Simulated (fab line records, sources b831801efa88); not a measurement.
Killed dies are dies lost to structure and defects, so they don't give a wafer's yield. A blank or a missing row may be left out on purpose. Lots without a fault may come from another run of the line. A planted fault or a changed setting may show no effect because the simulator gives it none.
Which tool did it? | flow gf180mcu | 6 lots, 17 wafers sampled, at 3 steps of a route of 602

WHAT THE GAUGES READ, wafer by wafer
GF_PSD_RS_MEAS_14: measures by four-point-probe.
lot  | measured     | on            | NSD_RS (ohm/sq)
L550 | day 15 01:02 | film_metro-04 | 46.22 46.33 46.22
L553 | day 16 04:59 | film_metro-04 | 46.14 46.10 46.21
L557 | day 17 15:05 | film_metro-04 | 46.34 46.24 46.30
L559 | day 18 05:13 | film_metro-02 | 46.09 46.07 46.07
L564 | day 20 04:48 | film_metro-02 | 46.95 46.11
L571 | day 22 17:37 | film_metro-04 | 46.10 46.12 46.09

WHICH TOOL RAN EACH LOT (tool, then ch and the chambers of the sampled wafers, then the start)
lot  | GF_HV_LDD_STRIP_37                   | GF_PSD_RTA_13
L550 | plasma_asher-03 ch 0,1, day 12 07:44 | rtp_anneal-01 ch 0, day 15 00:57
L553 | plasma_asher-04 ch 0,1, day 13 06:48 | rtp_anneal-01 ch 0, day 16 04:54
L557 | plasma_asher-02 ch 0,1, day 14 12:58 | rtp_anneal-02 ch 0, day 17 14:59
L559 | plasma_asher-02 ch 0,1, day 15 04:31 | rtp_anneal-01 ch 0, day 18 05:07
L564 | plasma_asher-02 ch 1, day 16 23:03   | rtp_anneal-01 ch 0, day 20 04:42
L571 | plasma_asher-04 ch 0,1, day 19 12:34 | rtp_anneal-02 ch 0, day 22 17:32
- GF_HV_LDD_STRIP_37: strips in O2/N2.
- GF_PSD_RTA_13: time 20 s.

THE ANSWER, worked out from the rows above alone
Rule: what is usual is taken from the lots themselves. Put in order of their means at a reading, lots are off if they are a third of the lots or fewer, leave a main group of 4 or more, and stand apart from it by a gap of 3 or more times the standard deviation of the main group's means; of several such gaps the widest counts. A main group whose means are all the same, to the digits that the tables above print for the reading, isn't used. A lot without any number at a reading at which 4 lots or more have one is off too. The other lots that the step has rows for count as sound.
No lot is off at any reading shown: from this, nothing can be told.

WHAT THE SIMULATOR HAD PUT IN
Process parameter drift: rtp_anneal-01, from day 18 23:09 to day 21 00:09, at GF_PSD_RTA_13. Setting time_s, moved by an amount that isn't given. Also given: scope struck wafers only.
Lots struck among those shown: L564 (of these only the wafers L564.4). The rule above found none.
